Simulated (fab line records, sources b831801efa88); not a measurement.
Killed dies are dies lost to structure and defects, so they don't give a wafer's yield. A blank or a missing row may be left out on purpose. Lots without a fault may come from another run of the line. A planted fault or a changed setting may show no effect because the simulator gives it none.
Problem report in the 8D (eight disciplines) form, filled by code | flow sky130 | the parts of the form that need people (team, actions taken, sign-off) are left out

1. THE PROBLEM
cd_nm at SKY_VT_ADJUST_HVTR_CD_MEAS_07 reads a mean of 396.7 nm on 4 wafers of 2 lots; wafers without a fault read 380.4 nm with a standard deviation of 2.2. That is +7.4 standard deviations from the usual mean.
The step: target cd 380 nm.
First seen on wafer L924.1, day 10 17:31, on cd_sem-01. The record holds 39 wafers of 13 lots with a number at this step. Rule for "out", or "out of limits": more than 4 standard deviations from the usual mean. The other wafers with a number count as sound.

2. WHAT IT IS AND WHAT IT IS NOT
question                    | is                             | is not
which readings at this step | cd_nm                          | -
which lots                  | L924, L925                     | L921, L922, L923, L932, L933, L935, L938, L939, L940, L941, L943
which wafers of those lots  | L924.1, L924.2, L925.1, L925.2 | L924.3, L925.6
read on which gauges        | cd_sem-01, cd_sem-02           | -
when                        | from day 10 17:31              | up to then (10 sound wafers); but 25 sound wafers of L925, L932, L933, L935, L938, L939, L940, L941, L943 came after

3. SUSPECTS, AND WHAT RULES EACH OUT
Counting: a tool at a process step up to the reading stays a suspect if it ran every lot that is out. Sound lots after the first of them don't rule it out here, since some wafers of a struck lot are sound.
- the gauge at SKY_VT_ADJUST_HVTR_CD_MEAS_07: ruled out. The wafers that are out were read on 2 gauges (cd_sem-01, cd_sem-02).
- litho_track-04 at SKY_VT_ADJUST_HVTR_DEVELOP_06 (develop time 60 s): kept. It ran every lot that is out, first L924 (day 10 17:22); its last sound lot up to then is L922 (day 10 01:19).
Left after counting: litho_track-04 at SKY_VT_ADJUST_HVTR_DEVELOP_06.

4. THE CAUSE (what the simulator had put in)
Process parameter drift: litho_track-04, from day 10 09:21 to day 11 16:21, at SKY_VT_ADJUST_HVTR_DEVELOP_06. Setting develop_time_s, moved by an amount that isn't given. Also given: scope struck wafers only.
Counting left only this tool.

5. THE CHAIN OF EFFECTS, in route order
Each row: a reading whose mean over the struck wafers that have a number lies more than 3 standard deviations from the usual. Only readings for which the record gives a usual standard deviation are gone through. hours: the time from each lot's start at the first step in this table that gives one to its start at this step, as a median over the lots. sigmas: the change in usual standard deviations.
hours | step                          | reading | usual    | on struck wafers | change | sigmas
0     | SKY_VT_ADJUST_HVTR_CD_MEAS_07 | cd_nm   | 380.4 nm | 396.7            | +16.3  | +7.4
Later measuring or inspecting steps at which every struck wafer that the step has a row for has a number for every such reading, and none has moved that far: SKY_VT_ADJUST_HVTR_OVL_MEAS_08.

6. WHAT WOULD HAVE CAUGHT IT SOONER
In this record the first reading out of limits at a measuring or inspecting step was taken at day 10 17:31, 8 hours after the fault began at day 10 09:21.
Of the tool readings at SKY_VT_ADJUST_HVTR_DEVELOP_06 for which the record gives a usual standard deviation, none was out on any struck wafer, so an alarm limit of 4 standard deviations on them would not have fired.
Of the lots that are out (2), L925 began SKY_VT_ADJUST_HVTR_DEVELOP_06 on litho_track-04 after day 10 17:31. A hold on the tool at that time would have spared it.
